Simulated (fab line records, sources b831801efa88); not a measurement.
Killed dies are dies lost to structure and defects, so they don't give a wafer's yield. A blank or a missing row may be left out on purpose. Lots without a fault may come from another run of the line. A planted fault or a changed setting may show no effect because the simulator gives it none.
Which tool did it? | flow sky130 | 11 lots, 33 wafers sampled, at 4 steps of a route of 708

WHAT THE GAUGES READ, wafer by wafer
SKY_METAL3_CD_MEAS_13: target cd 300 nm.
lot  | measured     | on        | cd_nm (nm)
L755 | day 39 01:37 | cd_sem-01 | 302.6 303.1 302.0
L757 | day 40 10:33 | cd_sem-01 | 297.8 297.0 298.0
L758 | day 40 14:48 | cd_sem-01 | 301.1 302.0 302.7
L759 | day 40 15:10 | cd_sem-01 | 299.3 298.5 297.8
L760 | day 40 19:24 | cd_sem-02 | 298.9 300.4 299.6
L762 | day 41 11:40 | cd_sem-02 | 302.2 301.9 302.2
L767 | day 42 18:55 | cd_sem-01 | 303.8 303.2 305.3
L768 | day 42 22:10 | cd_sem-02 | 304.3 303.7 303.6
L769 | day 43 08:07 | cd_sem-01 | 305.4 305.4 305.6
L775 | day 45 00:27 | cd_sem-01 | 299.3 299.0 298.3
L774 | day 45 01:02 | cd_sem-02 | 299.9 300.6 301.7

WHICH TOOL RAN EACH LOT (tool, then ch and the chambers of the sampled wafers, then the start)
lot  | SKY_METAL2_SPUTTER_03        | SKY_VIA2_CVD_21               | SKY_METAL3_EXPOSE_10
L755 | pvd_sputter-03, day 34 16:07 | cvd_w-01 ch 0,1, day 36 20:17 | krf_scanner-02 ch 0, day 38 13:36
L757 | pvd_sputter-01, day 36 01:19 | cvd_w-02 ch 0,1, day 38 06:46 | krf_scanner-01 ch 0, day 39 21:57
L758 | pvd_sputter-02, day 36 06:04 | cvd_w-01 ch 0,1, day 38 11:20 | krf_scanner-01 ch 0, day 40 01:58
L759 | pvd_sputter-02, day 36 06:47 | cvd_w-01 ch 0,1, day 38 11:55 | krf_scanner-01 ch 0, day 40 02:47
L760 | pvd_sputter-02, day 36 11:19 | cvd_w-02 ch 0,1, day 38 16:57 | krf_scanner-01 ch 0, day 40 07:37
L762 | pvd_sputter-02, day 37 04:26 | cvd_w-02 ch 0,1, day 39 10:03 | krf_scanner-01 ch 0, day 40 23:55
L767 | pvd_sputter-02, day 38 12:44 | cvd_w-01 ch 0,1, day 40 18:22 | krf_scanner-01 ch 0, day 42 07:41
L768 | pvd_sputter-03, day 38 18:05 | cvd_w-01 ch 0,1, day 40 22:31 | krf_scanner-01 ch 0, day 42 11:19
L769 | pvd_sputter-03, day 39 03:58 | cvd_w-01 ch 0, day 41 08:19   | krf_scanner-01 ch 0, day 42 21:16
L775 | pvd_sputter-01, day 41 00:35 | cvd_w-01 ch 0,1, day 43 02:16 | krf_scanner-02 ch 0, day 44 14:04
L774 | pvd_sputter-03, day 41 01:34 | cvd_w-02 ch 0,1, day 43 03:01 | krf_scanner-02 ch 0, day 44 14:46
- SKY_METAL2_SPUTTER_03: material Ti, target thk 5 nm, time 3.3 s.
- SKY_VIA2_CVD_21: deposits W, target thk 420 nm, time 126.4 s.
- SKY_METAL3_EXPOSE_10: exposes mask MM3, target cd 300 nm.

THE ANSWER, worked out from the rows above alone
Rule: what is usual is taken from the lots themselves. Put in order of their means at a reading, lots are off if they are a third of the lots or fewer, leave a main group of 4 or more, and stand apart from it by a gap of 3 or more times the standard deviation of the main group's means; of several such gaps the widest counts. A main group whose means are all the same, to the digits that the tables above print for the reading, isn't used. A lot without any number at a reading at which 4 lots or more have one is off too. The other lots that the step has rows for count as sound.
No lot is off at any reading shown: from this, nothing can be told.

WHAT THE SIMULATOR HAD PUT IN
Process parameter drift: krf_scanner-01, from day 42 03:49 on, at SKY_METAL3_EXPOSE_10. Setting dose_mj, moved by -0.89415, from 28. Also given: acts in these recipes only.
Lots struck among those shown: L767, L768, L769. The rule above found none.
